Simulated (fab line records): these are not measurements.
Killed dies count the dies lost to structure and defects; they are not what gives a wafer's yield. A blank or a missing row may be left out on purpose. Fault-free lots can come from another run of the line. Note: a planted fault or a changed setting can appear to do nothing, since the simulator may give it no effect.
Chamber matching || flow sky130 || 3 sister chambers for SKY_CAP2M_CVD_00 on pecvd-02
The step deposits SiO2, target thk 15.5 nm. 3 wafers are shown with their chamber, then 9 later ones without.

== EACH WAFER AND ITS CHAMBER ==
{"wafer": "L086.1", "chamber": 0, "heater power w (W)": 718}
{"wafer": "L089.1", "chamber": 1, "heater power w (W)": 746}
{"wafer": "L089.6", "chamber": 2, "heater power w (W)": 673}

== WAFERS WITHOUT THEIR CHAMBER ==
{"wafer": "L091.2", "heater power w (W)": 753}
{"wafer": "L091.4", "heater power w (W)": 766}
{"wafer": "L091.5", "heater power w (W)": 772}
{"wafer": "L093.1", "heater power w (W)": 608}
{"wafer": "L093.4", "heater power w (W)": 596}
{"wafer": "L093.5", "heater power w (W)": 795}
{"wafer": "L097.2", "heater power w (W)": 717}
{"wafer": "L097.5", "heater power w (W)": 667}
{"wafer": "L097.6", "heater power w (W)": 687}

== CHAMBER TAKEN BY EACH ==
{"wafer": "L091.2", "from the rows above": "can't be placed: 1 or 0 or 2", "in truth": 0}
{"wafer": "L091.4", "from the rows above": "can't be placed: 1 or 0 or 2", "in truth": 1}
{"wafer": "L091.5", "from the rows above": "can't be placed: 1 or 0 or 2", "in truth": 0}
{"wafer": "L093.1", "from the rows above": "can't be placed: 2 or 0 or 1", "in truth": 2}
{"wafer": "L093.4", "from the rows above": "can't be placed: 2 or 0 or 1", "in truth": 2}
{"wafer": "L093.5", "from the rows above": "can't be placed: 1 or 0 or 2", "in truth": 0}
{"wafer": "L097.2", "from the rows above": "can't be placed: 0 or 1 or 2", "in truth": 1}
{"wafer": "L097.5", "from the rows above": "can't be placed: 2 or 0 or 1", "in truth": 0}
{"wafer": "L097.6", "from the rows above": "can't be placed: 2 or 0 or 1", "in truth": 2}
Correctly placed: 0 of 9. Cannot be placed on the basis of these rows: 9; the candidates contain the true chamber in 9. Placed wrongly: 0.
How it was worked out, from the rows above alone: a wafer's distance from a chamber is the root of the sum, over the readings, of the square of ((its reading less the chamber's mean) divided by the reading's scatter). If the next closest chamber is less than 2 further off than the closest, the wafer can't be placed; otherwise it belongs to the closest. A chamber's mean is the mean of its shown wafers. The scatter (one wafer shown for each chamber): square how far every hidden wafer sits from the nearest shown wafer, average those squares and take the square root.
